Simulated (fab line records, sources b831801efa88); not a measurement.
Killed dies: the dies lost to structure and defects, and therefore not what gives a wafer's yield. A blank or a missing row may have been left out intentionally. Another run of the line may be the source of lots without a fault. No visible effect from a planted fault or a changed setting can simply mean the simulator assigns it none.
Lot-split experiment ; flow sky130 ; 23 wafers read across 5 lots, on a route 708 steps long

SPLIT DETAILS
At SKY_VIA3_HDPCVD_00 (deposits SiO2, target thk 1635 nm, time 272.5 s), the setting timeS was moved away from the recipe's 272.5 s on 6 of the 23 wafers read, by +5.6% to +11.4%. The other wafers ran this setting at the recipe's value.

Split to reading: the file shows no intervening step.

THE READING
VIA3_HDPCVD_THK in nanometres, read at SKY_VIA3_THK_MEAS_01. Fault-free wafers of this fab line usually give 1629 nm, standard deviation 19 nm.

wafer;tool, chamber at the split;timeS as run, s;against the recipe;VIA3_HDPCVD_THK, nm;against lot-mates on the recipe
L074.1;hdpcvd-01, 0;272.5;recipe;1631;-
L074.2;hdpcvd-01, 2;272.5;recipe;1621;-
L074.3;hdpcvd-01, 1;272.5;recipe;1596;-
L074.4;hdpcvd-01, 0;272.5;recipe;1638;-
L074.5;hdpcvd-01, 2;272.5;recipe;1639;-
L075.1;hdpcvd-01, 2;303.5;+11.4%;1818;+195
L075.2;hdpcvd-01, 0;303.5;+11.4%;1806;+183
L075.3;hdpcvd-01, 1;272.5;recipe;1633;-
L075.4;hdpcvd-01, 0;303.5;+11.4%;1812;+189
L075.5;hdpcvd-01, 1;272.5;recipe;1613;-
L077.1;hdpcvd-01, 1;272.5;recipe;1603;-
L077.2;hdpcvd-01, 0;287.8;+5.6%;1705;+92
L077.3;hdpcvd-01, 2;287.8;+5.6%;1711;+98
L077.5;hdpcvd-01, 0;272.5;recipe;1622;-
L077.6;hdpcvd-01, 2;287.8;+5.6%;1718;+106
L078.3;hdpcvd-02, 2;272.5;recipe;1652;-
L078.4;hdpcvd-02, 2;272.5;recipe;1645;-
L078.5;hdpcvd-02, 0;272.5;recipe;1627;-
L080.1;hdpcvd-02, 0;272.5;recipe;1645;-
L080.2;hdpcvd-02, 1;272.5;recipe;1631;-
L080.3;hdpcvd-02, 0;272.5;recipe;1630;-
L080.4;hdpcvd-02, 1;272.5;recipe;1622;-
L080.5;hdpcvd-02, 1;272.5;recipe;1614;-

FIT RESULTS
A straight line over all 23 wafers: VIA3_HDPCVD_THK changes by +16.1 nm for each +1% of timeS; r = +0.98; the points scatter about the line by 14 nm.
The same after taking each lot's own level away (the mean of its wafers on the recipe; 23 wafers): +16.8 nm for each +1%; r = +0.99; scatter 11 nm.
Per that fit: largest timeS move, reading shift of 1.9e+02 nm.
From 1612.5 to 1641.3 nm: that is the span of the lots' own levels, equal to 1.5 times the standard deviation above.
Hence the lot-to-lot level has little effect on the slope; both slopes agree.
Check: for one of the wafers moved furthest among these (+11.4%), held out of the fit, the line's prediction against its lot-mates is +190 nm. Against them it came out at +195 nm.

THE OTHER SPLITS THESE WAFERS WENT THROUGH
Before the reading, these wafers also passed through other splits. Each is held against what the fit with the lots' levels taken away leaves over:
other split on the same wafers;wafers away from the commonest value;r with VIA3_HDPCVD_THK (lot level and that fit taken away)
SKY_CAPM_METAL_ETCH_13 timeS;12;+0.18
SKY_METAL3_COAT_08 resistThkNm;10;-0.10
SKY_METAL3_ETCH_16 biasW;10;+0.09

THE WHOLE CHAIN: every reading that the file lists as answering this split, in the file's order
step;what it does;reading;change (the file's fit);r (the file's)
SKY_VIA3_HDPCVD_00;deposits SiO2, target thk 1635 nm, time 272.5 s;SiO2_of_VIA3_HDPCVD_00.thkNm (the simulator's own value, which no gauge read);+16.8 nm for each +1% of the setting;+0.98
SKY_VIA3_THK_MEAS_01;;VIA3_HDPCVD_THK;+16.8 for each +1% of the setting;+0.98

FILE'S OWN FIT
VIA3_HDPCVD_THK changes by +16.8 nm for each +1% of timeS, r = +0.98.
